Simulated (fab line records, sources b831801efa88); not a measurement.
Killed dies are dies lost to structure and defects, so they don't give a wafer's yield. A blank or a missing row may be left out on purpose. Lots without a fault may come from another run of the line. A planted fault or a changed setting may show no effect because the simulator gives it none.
Which tool did it? | flow gf180mcu | 6 lots, 18 wafers sampled, at 2 steps of a route of 602

WHAT THE GAUGES READ, wafer by wafer
GF_MVPSD_OVL_MEAS_07.
lot  | measured     | on         | MVPSD_OVL (nm)
L951 | day 5 11:41  | overlay-02 | 0.3 -2.0 0.9
L956 | day 6 19:23  | overlay-01 | 1.5 0.3 0.4
L958 | day 7 05:57  | overlay-02 | 0.1 0.8 2.5
L961 | day 8 00:03  | overlay-02 | 0.1 -0.8 0.0
L970 | day 10 09:24 | overlay-02 | 0.1 1.6 -0.4
L971 | day 10 20:12 | overlay-01 | -1.1 -0.6 -2.3

WHICH TOOL RAN EACH LOT (tool, then ch and the chambers of the sampled wafers, then the start)
lot  | GF_DNWELL_STRIP_08
L951 | plasma_asher-04 ch 0,1, day 3 04:44
L956 | plasma_asher-03 ch 0,1, day 4 10:30
L958 | plasma_asher-01 ch 0,1, day 4 20:27
L961 | plasma_asher-01 ch 0,1, day 5 11:29
L970 | plasma_asher-03 ch 0,1, day 7 11:38
L971 | plasma_asher-04 ch 0,1, day 7 21:19
- GF_DNWELL_STRIP_08: strips in O2/N2.

THE ANSWER, worked out from the rows above alone
Rule: what is usual is taken from the lots themselves. Put in order of their means at a reading, lots are off if they are a third of the lots or fewer, leave a main group of 4 or more, and stand apart from it by a gap of 3 or more times the standard deviation of the main group's means; of several such gaps the widest counts. A main group whose means are all the same, to the digits that the tables above print for the reading, isn't used. A lot without any number at a reading at which 4 lots or more have one is off too. The other lots that the step has rows for count as sound.
No lot is off at any reading shown: from this, nothing can be told.

WHAT THE SIMULATOR HAD PUT IN
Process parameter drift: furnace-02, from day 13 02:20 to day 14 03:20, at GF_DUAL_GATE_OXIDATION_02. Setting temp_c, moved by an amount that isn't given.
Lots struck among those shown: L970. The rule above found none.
